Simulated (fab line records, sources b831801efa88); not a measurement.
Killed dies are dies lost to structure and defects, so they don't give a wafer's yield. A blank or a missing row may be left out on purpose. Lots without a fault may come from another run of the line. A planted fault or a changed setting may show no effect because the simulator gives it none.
Chamber matching | flow gf180mcu | GF_V4_ETCH_16 on rie_diel-03: 4 sister chambers
The step etches BARC in N2/H2. 8 wafers are shown with their chamber, then 8 later ones without.

WAFERS WITH THEIR CHAMBER
wafer  | chamber | drypump_motor_current_A (A) | throttle_valve_pct (%)
L085.5 | 0       | 5.4                         | 13.222
L087.2 | 2       | 6.1                         | 13.211
L087.4 | 1       | 5.8                         | 13.221
L087.5 | 3       | 6.0                         | 13.215
L093.1 | 0       | 5.4                         | 13.218
L093.2 | 2       | 6.1                         | 13.226
L093.3 | 3       | 6.1                         | 13.230
L093.4 | 1       | 5.8                         | 13.224

WAFERS WITHOUT THEIR CHAMBER
wafer  | drypump_motor_current_A (A) | throttle_valve_pct (%)
L093.5 | 6.1                         | 13.230
L093.6 | 5.8                         | 13.232
L095.1 | 5.4                         | 13.210
L095.2 | 6.1                         | 13.251
L095.3 | 6.1                         | 13.226
L095.4 | 5.8                         | 13.227
L095.5 | 6.1                         | 13.211
L095.6 | 5.8                         | 13.239

WHICH CHAMBER EACH WENT THROUGH
wafer  | from the rows above     | in truth
L093.5 | can't be placed: 2 or 3 | 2
L093.6 | 1                       | 1
L095.1 | 0                       | 0
L095.2 | can't be placed: 3 or 2 | 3
L095.3 | can't be placed: 2 or 3 | 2
L095.4 | 1                       | 1
L095.5 | can't be placed: 2 or 3 | 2
L095.6 | 1                       | 1
Placed correctly: 4 of 8. Can't be placed from these rows: 4 (the true chamber is among the candidates in 4). Placed wrongly: 0.
How it was worked out, from the rows above alone: a wafer's distance from a chamber is the root of the sum, over the readings, of the square of ((its reading less the chamber's mean) divided by the reading's scatter). The wafer belongs to the nearest chamber; if the next one is less than 2 further off, it can't be placed. A chamber's mean is the mean of its shown wafers. The scatter: the root of (the sum of the squares of (reading less its chamber's mean) over the shown wafers, divided by (wafers less chambers)).
